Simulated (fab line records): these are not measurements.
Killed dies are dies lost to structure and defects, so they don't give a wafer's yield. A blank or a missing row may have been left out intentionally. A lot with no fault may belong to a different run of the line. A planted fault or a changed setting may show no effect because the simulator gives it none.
fab line records    flow gf180mcu
record: lots: 14  wafers: 42  last-day: 34
route steps=602 shown SAB@274 SALICIDE@280 CONTACT@287
lots that met no fault: taken from a fault-free run of the same line
start-h: hours from the record's first day to the start of the lot's first wafer shown    wait-h: hours elapsed since this lot's preceding step    " identical to the entry in the row above    L1.1+2: one row covering several wafers at once    - either no value or no given start    * or withheld: withheld    < > ~ a bound
route shown NAME@n: a module of which the file shows steps, and the number in the route of the first    usual: average and standard deviation across the fault-free wafers    same: alike in all rows    chamber/n: place in a boat    sites: each site's reading    _std_site: the values' standard deviation    _edge_site: the outer-site mean with the inner-site mean subtracted    radius-mm: for every site, how far away it sits from the centre of the wafer    mask NAME#n: copy n    behind: tool/chamber where the wafer was last shaped    hold: why the lot went on hold/how many hours it stayed there/how the hold came to an end    device: names the non-switching transistor (n, p or np)    end of line: tests run on the same wafers once the route is complete    a step without rows: its recipe alone    killed: the dies lost at the first sort to structure and to defects; this is not the yield of the wafer    map: a wafer's dies, x killed, . not, _ none there
set.NAME: setting as actually run; set.NAME@STEP: the setting as run at that earlier step    model.NAME: the simulator's own value behind a step, which no gauge read
the route's steps for a sample of lots (tables are steps, rows are wafers)
services: from which hour (start-h, from the record's first day; less than 0 if before it) a tool's chamber was out of use, for how many hours, and why
== steps ==
step: GF_SAB_OVL_MEAS_10
usual: SAB_OVL: -0.2/1.2
lot.wafer  tool        chamber  start-h  wait-h  SAB_OVL[nm]
L859.1     overlay-02  -        340.52   0.1     -0.4
L859.4     "           -        "        "       -0.3
L859.5     "           -        "        "       -1.0
L861.1     overlay-02  -        356.12   0.1     2.0
L861.3     "           -        "        "       0.7
L861.4     "           -        "        "       0.0
L860.2     overlay-02  -        361.21   0.1     -0.9
L860.3     "           -        "        "       0.1
L860.6     "           -        "        "       0.2
L864.2     overlay-01  -        382.76   0.1     0.1
L864.4     "           -        "        "       0.1
L864.5     "           -        "        "       1.4
L865.1     overlay-02  -        400.50   0.1     0.1
L865.3     "           -        "        "       1.5
L865.6     "           -        "        "       0.4
L869.4     overlay-01  -        434.49   0.1     0.6
L869.5     "           -        "        "       1.4
L869.6     "           -        "        "       0.6
L870.1     overlay-01  -        444.97   0.1     -0.4
L870.4     "           -        "        "       0.6
L870.5     "           -        "        "       0.9
L871.3     overlay-01  -        447.88   0.1     0.3
L871.4     "           -        "        "       0.2
L871.5     "           -        "        "       -0.6
L872.1     overlay-01  -        455.97   0.1     1.9
L872.3     "           -        "        "       2.0
L872.5     "           -        "        "       1.3
L875.2     overlay-02  -        484.10   0.1     -0.9
L875.5     "           -        "        "       -2.2
L875.6     "           -        "        "       -1.0
L876.1     overlay-02  -        486.42   0.1     -0.1
L876.4     "           -        "        "       0.8
L876.6     "           -        "        "       -0.4
L878.2     overlay-01  -        501.23   0.1     0.9
L878.5     "           -        "        "       0.0
L878.6     "           -        "        "       -0.6
L879.3     overlay-01  -        516.54   0.1     1.4
L879.4     "           -        "        "       -1.2
L879.6     "           -        "        "       -0.9
L882.3     overlay-02  -        538.56   0.1     -0.8
L882.4     "           -        "        "       -1.5
L882.5     "           -        "        "       0.7
step: GF_SALICIDE_SPUTTER_02
recipe: material: Co  target-thk-nm: 10  power-w: 1000  time-s: 20  chamber-pressure-pa: 0.4
usual: throttle-valve-pct: 30.0/1
lot.wafer  tool            chamber  start-h  wait-h  throttle-valve-pct
L859.1     pvd-sputter-02  -        340.91   0.0     29.2
L859.4     "               -        "        "       28.5
L859.5     "               -        "        "       30.7
L861.1     pvd-sputter-04  -        356.52   0.0     28.5
L861.3     "               -        "        "       29.8
L861.4     "               -        "        "       30.2
L860.2     pvd-sputter-02  -        361.58   0.0     29.4
L860.3     "               -        "        "       30.9
L860.6     "               -        "        "       28.3
L864.2     pvd-sputter-01  -        383.12   0.0     30.4
L864.4     "               -        "        "       32.1
L864.5     "               -        "        "       30.6
L865.1     pvd-sputter-04  -        400.89   0.0     30.6
L865.3     "               -        "        "       30.0
L865.6     "               -        "        "       30.6
L869.4     pvd-sputter-02  -        434.85   0.0     30.8
L869.5     "               -        "        "       28.3
L869.6     "               -        "        "       30.8
L870.1     pvd-sputter-02  -        445.34   0.0     28.4
L870.4     "               -        "        "       30.7
L870.5     "               -        "        "       29.2
L871.3     pvd-sputter-04  -        448.24   0.0     30.6
L871.4     "               -        "        "       30.4
L871.5     "               -        "        "       28.3
L872.1     pvd-sputter-04  -        456.34   0.0     30.7
L872.3     "               -        "        "       28.4
L872.5     "               -        "        "       29.6
L875.2     pvd-sputter-04  -        484.49   0.0     30.3
L875.5     "               -        "        "       30.2
L875.6     "               -        "        "       30.1
L876.1     pvd-sputter-01  -        486.81   0.0     30.6
L876.4     "               -        "        "       30.7
L876.6     "               -        "        "       31.1
L878.2     pvd-sputter-04  -        501.73   0.0     29.7
L878.5     "               -        "        "       28.2
L878.6     "               -        "        "       29.9
L879.3     pvd-sputter-02  -        517.04   0.0     30.9
L879.4     "               -        "        "       29.5
L879.6     "               -        "        "       28.4
L882.3     pvd-sputter-01  -        538.92   0.0     31.8
L882.4     "               -        "        "       29.9
L882.5     "               -        "        "       30.0
step: GF_SALICIDE_THK_MEAS_05
recipe: thk-meas-gauge: xrf  reads: TiN_of_SALICIDE_SPUTTER_03
usual: SALICIDE_TIN_THK: 19.77/0.3
lot.wafer  tool           chamber  start-h  wait-h  SALICIDE_TIN_THK[nm]
L859.1     film-metro-01  -        341.08   0.1     19.25
L859.4     "              -        "        "       19.12
L859.5     "              -        "        "       18.98
L861.1     film-metro-01  -        356.69   0.1     19.53
L861.3     "              -        "        "       19.56
L861.4     "              -        "        "       19.58
L860.2     film-metro-02  -        361.76   0.1     19.99
L860.3     "              -        "        "       19.70
L860.6     "              -        "        "       19.76
L864.2     film-metro-03  -        383.31   0.1     19.96
L864.4     "              -        "        "       19.63
L864.5     "              -        "        "       20.10
L865.1     film-metro-03  -        401.07   0.1     19.74
L865.3     "              -        "        "       19.57
L865.6     "              -        "        "       19.72
L869.4     film-metro-03  -        435.05   0.1     20.01
L869.5     "              -        "        "       20.13
L869.6     "              -        "        "       19.83
L870.1     film-metro-03  -        445.52   0.1     19.75
L870.4     "              -        "        "       20.09
L870.5     "              -        "        "       20.05
L871.3     film-metro-03  -        448.44   0.1     19.89
L871.4     "              -        "        "       19.98
L871.5     "              -        "        "       19.68
L872.1     film-metro-03  -        456.52   0.1     20.14
L872.3     "              -        "        "       19.97
L872.5     "              -        "        "       19.87
L875.2     film-metro-02  -        484.68   0.1     19.69
L875.5     "              -        "        "       19.80
L875.6     "              -        "        "       19.80
L876.1     film-metro-02  -        486.98   0.1     19.86
L876.4     "              -        "        "       19.80
L876.6     "              -        "        "       19.86
L878.2     film-metro-03  -        501.92   0.1     19.71
L878.5     "              -        "        "       19.60
L878.6     "              -        "        "       19.80
L879.3     film-metro-03  -        517.24   0.1     19.80
L879.4     "              -        "        "       20.20
L879.6     "              -        "        "       19.97
L882.3     film-metro-02  -        539.12   0.1     19.74
L882.4     "              -        "        "       19.57
L882.5     "              -        "        "       19.52
step: GF_SALICIDE_RTA_06
recipe: temp-c: 530  time-s: 30  ambient: N2
usual: anneal-temp-c-max: 531.8/0.55  chamber-o2-ppm: 2.001/0.022  lamp-power-pct: 6.33/0.22  wafer_temp_C_max: 533.0/0.82
lot.wafer  tool           chamber  start-h  wait-h  anneal-temp-c-max  chamber-o2-ppm  lamp-power-pct  wafer_temp_C_max
L859.1     rtp-anneal-02  0        341.14   0.1     531.7              2.023           6.09            532.3
L859.4     "              0        "        "       531.8              2.041           6.09            532.0
L859.5     "              0        "        "       531.8              2.022           6.09            532.9
L861.1     rtp-anneal-01  0        356.75   0.1     532.0              1.993           6.52            533.0
L861.3     "              0        "        "       533.1              2.000           6.52            533.0
L861.4     "              0        "        "       532.2              1.994           6.53            534.4
L860.2     rtp-anneal-02  0        361.83   0.1     532.0              1.973           6.09            533.1
L860.3     "              0        "        "       531.4              2.024           6.08            532.7
L860.6     "              0        "        "       531.8              1.954           6.09            532.8
L864.2     rtp-anneal-01  0        383.37   0.1     531.8              1.989           6.52            533.5
L864.4     "              0        "        "       532.1              1.984           6.53            532.8
L864.5     "              0        "        "       532.4              2.000           6.54            532.9
L865.1     rtp-anneal-01  0        401.13   0.1     532.1              2.024           6.53            533.1
L865.3     "              0        "        "       532.7              2.011           6.52            533.9
L865.6     "              0        "        "       532.5              2.018           6.53            534.8
L869.4     rtp-anneal-02  -        435.13   0.1     -                  -               -               -
L869.5     "              -        "        "       -                  -               -               -
L869.6     "              -        "        "       -                  -               -               -
L870.1     rtp-anneal-02  -        445.58   0.1     -                  -               -               -
L870.4     "              -        "        "       -                  -               -               -
L870.5     "              -        "        "       -                  -               -               -
L871.3     rtp-anneal-02  0        448.51   0.1     531.2              1.989           6.09            532.2
L871.4     "              0        "        "       531.5              1.981           6.09            532.5
L871.5     "              0        "        "       531.2              2.008           6.10            532.3
L872.1     rtp-anneal-01  0        456.58   0.1     532.6              1.997           6.53            532.9
L872.3     "              0        "        "       533.2              2.003           6.52            532.7
L872.5     "              0        "        "       532.4              2.013           6.53            533.2
L875.2     rtp-anneal-02  0        484.74   0.1     531.3              2.050           6.09            532.4
L875.5     "              0        "        "       531.8              2.036           6.10            532.9
L875.6     "              0        "        "       531.4              2.021           6.08            532.6
L876.1     rtp-anneal-02  0        487.04   0.1     531.7              1.983           6.09            532.1
L876.4     "              0        "        "       531.1              2.016           6.09            531.9
L876.6     "              0        "        "       531.2              1.984           6.09            531.7
L878.2     rtp-anneal-02  0        501.98   0.1     531.7              2.042           6.09            531.5
L878.5     "              0        "        "       531.4              2.021           6.09            531.8
L878.6     "              0        "        "       531.6              2.041           6.09            531.1
L879.3     rtp-anneal-01  0        517.31   0.1     532.3              1.973           6.53            533.1
L879.4     "              0        "        "       531.3              1.979           6.51            533.6
L879.6     "              0        "        "       532.3              1.960           6.53            533.8
L882.3     rtp-anneal-02  0        539.19   0.1     531.8              1.970           6.10            531.9
L882.4     "              0        "        "       530.7              1.985           6.09            532.2
L882.5     "              0        "        "       531.5              1.995           6.10            532.1
step: GF_CONTACT_CVD_00
recipe: material: SiO2  target-thk-nm: 300  sigma-open-frac: 0.3  temp-c: 400  time-s: 50  sih4-flow-sccm: 60  pressure-mtorr: 6
lot.wafer   tool       chamber  start-h  wait-h
L859.1+4+5  hdpcvd-02  2,1,2    341.44   0.1
L861.1+3+4  hdpcvd-01  1,0,1    357.04   0.1
L860.2+3+6  hdpcvd-01  0,1,1    362.11   0.1
L864.2+4+5  hdpcvd-02  2,2,0    383.65   0.1
L865.1+3+6  hdpcvd-02  1,0,0    401.43   0.1
L871.3+4+5  hdpcvd-02  1,0,1    448.77   0.1
L872.1+3+5  hdpcvd-01  2,0,1    457.10   0.1
L875.2+5+6  hdpcvd-01  0,2,0    485.12   0.1
L876.1+4+6  hdpcvd-01  0,0,1    487.44   0.2
L878.2+5+6  hdpcvd-01  1,1,2    502.26   0.1
L879.3+4+6  hdpcvd-01  1,2,1    517.58   0.1
L882.3+4+5  hdpcvd-02  0,1,0    539.45   0.1
== services ==
tool            chamber  start-h  hours  kind
hdpcvd-02       -        320.59   2.8    pm
rtp-anneal-01   -        323.31   2.9    pm
pvd-sputter-02  -        325.36   3.4    repair
hdpcvd-01       -        327.11   2.8    pm
pvd-sputter-01  -        337.71   1.9    repair
pvd-sputter-01  -        352.95   1.9    repair
hdpcvd-02       0        361.79   11.1   repair
pvd-sputter-04  -        364.86   12.4   repair
pvd-sputter-04  0        382.15   -      consumable-replace:kit
pvd-sputter-04  0        382.15   18.0   scheduled-down
pvd-sputter-04  0        382.15   18.0   vent-cycle
hdpcvd-01       -        383.52   0.3    repair
pvd-sputter-02  1        407.79   -      consumable-replace:kit
pvd-sputter-02  1        407.79   18.0   scheduled-down
pvd-sputter-02  1        407.79   18.0   vent-cycle
pvd-sputter-01  2        436.46   -      consumable-replace:kit
pvd-sputter-01  2        436.46   18.0   scheduled-down
hdpcvd-01       -        439.57   0.9    repair
hdpcvd-02       -        514.31   1.2    repair
hdpcvd-01       -        524.03   6.0    pm
hdpcvd-01       -        539.25   15.0   pm
hdpcvd-01       0        539.25   16.4   vent-cycle
hdpcvd-01       1        539.25   15.0   vent-cycle
hdpcvd-01       2        539.25   15.0   vent-cycle
== key ==
first-sign: step: GF_SALICIDE_RTA_06  reading: tool-record  direction: missing
effect: step: GF_CONTACT_CVD_00  reading: visit  direction: missing
met-at GF_SALICIDE_RTA_06
struck-lots L869,L870
later-rows-left-out L869.4,L869.5,L869.6,L870.1,L870.4,L870.5
sort-left-out L869.4,L869.5,L869.6,L870.1,L870.4,L870.5
tester-left-out L869,L870
not-acting-at GF_SAB_OVL_MEAS_10,GF_SALICIDE_SPUTTER_02,GF_SALICIDE_THK_MEAS_05
onset-between 361.83 435.13
fault: kind: skipped-step-whole  tool: rtp-anneal-02  chamber: -  onset-h: 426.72  steps: GF_SALICIDE_RTA_06  scope: struck-lots-only
tester-left-out: of these lots the tester's yield and bins aren't shown, on N5 and GAA mostly nor the transistor test; their killed dies are dies lost to structure and defects alone, not to doping, threshold or leakage, so they don't give the yield
sort-left-out: the simulated sort isn't trusted on such a fault, so these wafers' sort isn't shown, and their yield isn't known
later-rows-left-out: the simulator's readings of these wafers behind a module that went badly wrong aren't trusted and aren't shown, but for the sort
